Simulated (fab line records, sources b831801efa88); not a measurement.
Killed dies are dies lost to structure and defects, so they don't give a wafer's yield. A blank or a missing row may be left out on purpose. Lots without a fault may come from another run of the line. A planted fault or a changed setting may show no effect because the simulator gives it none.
Which tool did it? | flow gf180mcu | 6 lots, 18 wafers sampled, at 4 steps of a route of 602

WHAT THE GAUGES READ, wafer by wafer
GF_PASSIVATION_BOW_MEAS_14.
lot  | measured     | on            | PASSIVATION_BOW (um)
L907 | day 30 04:43 | film_metro-04 | 124 114 119
L910 | day 30 19:47 | film_metro-02 | 148 155 147
L920 | day 33 07:49 | film_metro-02 | 136 126 148
L922 | day 33 23:22 | film_metro-03 | 138 133 135
L924 | day 34 04:00 | film_metro-02 | 171 156 155
L927 | day 35 03:34 | film_metro-02 | 147 128 127

WHICH TOOL RAN EACH LOT (tool, then ch and the chambers of the sampled wafers, then the start)
lot  | GF_MIM_SPUTTER_00            | GF_V5_CMP_26                  | GF_TOP_METAL_SPUTTER_02
L907 | pvd_sputter-02, day 25 16:29 | cmp-02 ch 0,1,3, day 28 09:58 | pvd_sputter-02, day 28 10:23
L910 | pvd_sputter-02, day 26 11:19 | cmp-01 ch 1,2,3, day 29 02:21 | pvd_sputter-01, day 29 02:44
L920 | pvd_sputter-02, day 29 08:36 | cmp-02 ch 0,1,2, day 31 18:43 | pvd_sputter-02, day 31 19:08
L922 | pvd_sputter-01, day 30 05:01 | cmp-01 ch 2,3, day 32 12:24   | pvd_sputter-01, day 32 12:48
L924 | pvd_sputter-04, day 30 08:22 | cmp-01 ch 1,2, day 32 16:47   | pvd_sputter-02, day 32 17:13
L927 | pvd_sputter-02, day 31 14:52 | cmp-01 ch 0,1,2, day 33 18:33 | pvd_sputter-01, day 33 18:59
- GF_MIM_SPUTTER_00: material Ti, target thk 37.5 nm, time 150 s.
- GF_V5_CMP_26: polishes, stops on SiO2, t overpolish 15 s, target thk 0 nm.
- GF_TOP_METAL_SPUTTER_02: material AlCu, target thk 900 nm, time 47.82 s.

THE ANSWER, worked out from the rows above alone
Rule: what is usual is taken from the lots themselves. Put in order of their means at a reading, lots are off if they are a third of the lots or fewer, leave a main group of 4 or more, and stand apart from it by a gap of 3 or more times the standard deviation of the main group's means; of several such gaps the widest counts. A main group whose means are all the same, to the digits that the tables above print for the reading, isn't used. A lot without any number at a reading at which 4 lots or more have one is off too. The other lots that the step has rows for count as sound.
No lot is off at any reading shown: from this, nothing can be told.

WHAT THE SIMULATOR HAD PUT IN
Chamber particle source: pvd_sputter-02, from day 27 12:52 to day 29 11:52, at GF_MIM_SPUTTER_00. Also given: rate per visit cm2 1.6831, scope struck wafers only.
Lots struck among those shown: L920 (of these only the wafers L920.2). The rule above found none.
